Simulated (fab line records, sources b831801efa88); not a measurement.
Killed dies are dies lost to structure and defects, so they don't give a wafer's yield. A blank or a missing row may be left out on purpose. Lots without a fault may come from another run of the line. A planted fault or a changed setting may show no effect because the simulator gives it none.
Which tool did it? | flow sky130 | 12 lots, 36 wafers sampled, at 3 steps of a route of 708

WHAT THE GAUGES READ, wafer by wafer
SKY_VIA1_RS_MEAS_22: measures by four-point-probe.
lot  | measured     | on            | VIA1_W_RS (ohm/sq)
L935 | day 33 11:42 | film_metro-02 | 0.426 0.432 0.429
L938 | day 36 03:23 | film_metro-01 | 0.422 0.420 0.421
L937 | day 36 03:43 | film_metro-03 | 0.433 0.235 0.234 0.433 0.234 0.234
L950 | day 38 19:34 | film_metro-03 | 0.429 0.422 0.422
L951 | day 39 09:19 | film_metro-01 | 0.434 0.437 0.430
L953 | day 39 19:38 | film_metro-01 | 0.427 0.424 0.425
L952 | day 39 22:38 | film_metro-03 | 0.430 0.425 0.430
L955 | day 40 04:46 | film_metro-01 | 0.417 0.431 0.418
L954 | day 40 06:07 | film_metro-03 | 0.420 0.419 0.423
L956 | day 40 07:33 | film_metro-02 | 0.420 0.420 0.425
L957 | day 40 19:35 | film_metro-02 | 0.409 0.407 0.405
L958 | day 41 00:00 | film_metro-03 | 0.425 0.432 0.424

SKY_VIA1_THK_MEAS_23: measures by xrf.
lot  | measured     | on            | VIA1_W_THK (nm)
L935 | day 33 11:49 | film_metro-02 | 263 261 261
L938 | day 36 03:29 | film_metro-01 | 269 268 271
L937 | day 36 14:32 | film_metro-03 | 256 455 461 255 456 460
L950 | day 38 19:40 | film_metro-03 | 258 263 264
L951 | day 39 09:26 | film_metro-01 | 262 261 264
L953 | day 39 19:46 | film_metro-01 | 265 267 267
L952 | day 39 22:44 | film_metro-03 | 260 262 259
L955 | day 40 04:53 | film_metro-01 | 273 264 273
L954 | day 40 06:14 | film_metro-03 | 267 267 267
L956 | day 40 07:40 | film_metro-02 | 269 268 267
L957 | day 40 19:41 | film_metro-02 | 276 277 278
L958 | day 41 00:07 | film_metro-03 | 263 260 265

WHICH TOOL RAN EACH LOT (tool, then ch and the chambers of the sampled wafers, then the start)
lot  | SKY_VIA1_CVD_21
L935 | cvd_w-02 ch 1, day 33 11:36
L938 | cvd_w-01 ch 0,1, day 36 03:16
L937 | cvd_w-02 ch 0,1, day 36 03:37
L950 | cvd_w-02 ch 0,1, day 38 19:28
L951 | cvd_w-01 ch 0,1, day 39 09:13
L953 | cvd_w-02 ch 0,1, day 39 19:32
L952 | cvd_w-02 ch 1, day 39 22:31
L955 | cvd_w-02 ch 0,1, day 40 04:41
L954 | cvd_w-02 ch 0, day 40 06:02
L956 | cvd_w-01 ch 0,1, day 40 07:26
L957 | cvd_w-02 ch 1, day 40 19:28
L958 | cvd_w-01 ch 0,1, day 40 23:50
- SKY_VIA1_CVD_21: deposits W, target thk 270 nm, time 80.902 s.

WHAT THE TOOLS THEMSELVES READ (means of the sampled wafers that have a number; where no wafer has one, the mark that the record gives instead)
SKY_VIA1_CVD_21.
lot  | tool     | heater_power_w (W)
L935 | cvd_w-02 | 761
L938 | cvd_w-01 | 896
L937 | cvd_w-02 | 866
L950 | cvd_w-02 | 803
L951 | cvd_w-01 | 792
L953 | cvd_w-02 | 873
L952 | cvd_w-02 | 772
L955 | cvd_w-02 | 828
L954 | cvd_w-02 | 928
L956 | cvd_w-01 | 851
L957 | cvd_w-02 | 779
L958 | cvd_w-01 | 850

THE ANSWER, worked out from the rows above alone
Rule: what is usual is taken from the lots themselves. Put in order of their means at a reading, lots are off if they are a third of the lots or fewer, leave a main group of 4 or more, and stand apart from it by a gap of 3 or more times the standard deviation of the main group's means; of several such gaps the widest counts. A main group whose means are all the same, to the digits that the tables above print for the reading, isn't used. A lot without any number at a reading at which 4 lots or more have one is off too. The other lots that the step has rows for count as sound. The gauges are gone through in route order, then the tools' own readings, and for those a lot's mean is taken as printed above. The first step at which some lot is off is used, and at that step the reading that is off furthest; a lot without a number counts as furthest.
Off: L937, at SKY_VIA1_RS_MEAS_22 (VIA1_W_RS). The main group: mean 0.424 ohm/sq, standard deviation 0.0065.
A tool fits if, at a process step before that reading, it ran every lot that is off, and no sound lot after the first of them. The gauges at SKY_VIA1_RS_MEAS_22 are tried like those tools. None of those tried fits.

WHAT THE SIMULATOR HAD PUT IN
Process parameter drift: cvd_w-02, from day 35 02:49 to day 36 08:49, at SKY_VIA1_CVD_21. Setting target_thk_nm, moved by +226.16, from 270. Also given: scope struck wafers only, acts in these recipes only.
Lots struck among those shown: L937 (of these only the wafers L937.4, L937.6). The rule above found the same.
